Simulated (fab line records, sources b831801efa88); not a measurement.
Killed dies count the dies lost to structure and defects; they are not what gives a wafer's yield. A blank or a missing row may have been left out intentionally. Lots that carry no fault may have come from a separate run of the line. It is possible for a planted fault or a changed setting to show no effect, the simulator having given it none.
The same fault as seen by 2 desks ; flow sky130 ; every desk sees just its own numbers, and what lay behind them comes last

== METROLOGY DESK ==
What the gauges read, lot by lot, whatever tool the lot ran on: means of the sampled wafers that have a number. A lot is out of limits, marked OUT, if its mean lies more than 4 standard deviations from the usual mean; the brackets give that distance.
Columns: A = SD_P_TW at SKY_SD_P_TW_MEAS_11, usual 2799; B = SD_P_RS at SKY_SD_N_RS_MEAS_17, usual 147.1 ohm/sq
lot;first seen here;A;B
L285;day 24 20:28;2798;147.2
L287;day 25 20:36;2810;146.8
L288;day 26 04:11;2817;147.5
L290;day 26 19:29;2778;147.6
L291;day 27 11:17;2798;147.3
L292;day 27 15:34;2777;146.3
L293;day 28 05:05;2801;147.0
L296;day 29 22:14;2815;146.9
L297;day 29 23:46;2819;147.2
L298;day 30 03:23;2796;147.3
L300;day 30 18:17;2394 (-21) OUT;159.7 (+32) OUT
L301;day 31 05:40;2821;147.1
L302;day 31 11:04;2407 (-21) OUT;160.3 (+33) OUT
This desk reports L300, L302 out of limits; the earliest was L300 at day 30 18:17 (SD_P_TW at SKY_SD_P_TW_MEAS_11). In limits: L285, L287, L288, L290, L291, L292, L293, L296, L297, L298, L301.

== AT THE TOOL OWNER'S DESK: implanter-02 ==
The tool's own readings at SKY_SD_P_IMPLANT_09, given as means over the sampled wafers that have a number, one for each lot that went through this tool. A lot is out of limits, marked OUT, if its mean lies more than 4 standard deviations from the usual mean; the brackets give that distance.
Columns: A = beam on s at SKY_SD_P_IMPLANT_09, usual 13.8 s; B = dose ions cm2 at SKY_SD_P_IMPLANT_09, usual 3.001e+15; C = faraday current uA at SKY_SD_P_IMPLANT_09, usual 11909
lot;first seen here;A;B;C
L287;day 25 20:23;13.2;2.998e+15;12355
L288;day 26 03:58;13.0;3.002e+15;12555
L290;day 26 19:14;13.4;3.000e+15;12220
L292;day 27 15:21;13.3;3.000e+15;12297
L297;day 29 23:31;13.2;3.001e+15;12349
L300;day 30 18:02;9.8 (-5.5) OUT;1.500e+15 (-99 or more) OUT;8359 (-6.1) OUT
L302;day 31 10:49;10.1 (-5.1) OUT;1.501e+15 (-99 or more) OUT;8134 (-6.5) OUT
Finding of this desk: L300, L302 out of limits; the first was L300 at day 30 18:02, on beam on s at SKY_SD_P_IMPLANT_09. In limits: L287, L288, L290, L292, L297.

== PUT TOGETHER ==
On L300, L302, at day 30 18:02, an alarm was possible from the tool owner's desk.
At day 30 18:17 the metrology desk could have sounded an alarm, on L300, L302.
All the named lots went through SKY_SD_P_IMPLANT_09 on implanter-02.

== WHAT WAS PUT IN BY THE SIMULATOR ==
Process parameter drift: implanter-02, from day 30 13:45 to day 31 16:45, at SKY_SD_P_IMPLANT_09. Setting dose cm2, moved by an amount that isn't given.
Lots struck among those shown: L300, L302.
Delay (hours) between the fault's onset and each desk's first out-of-limits reading: 4 at the tool owner's desk, 5 at the metrology desk.
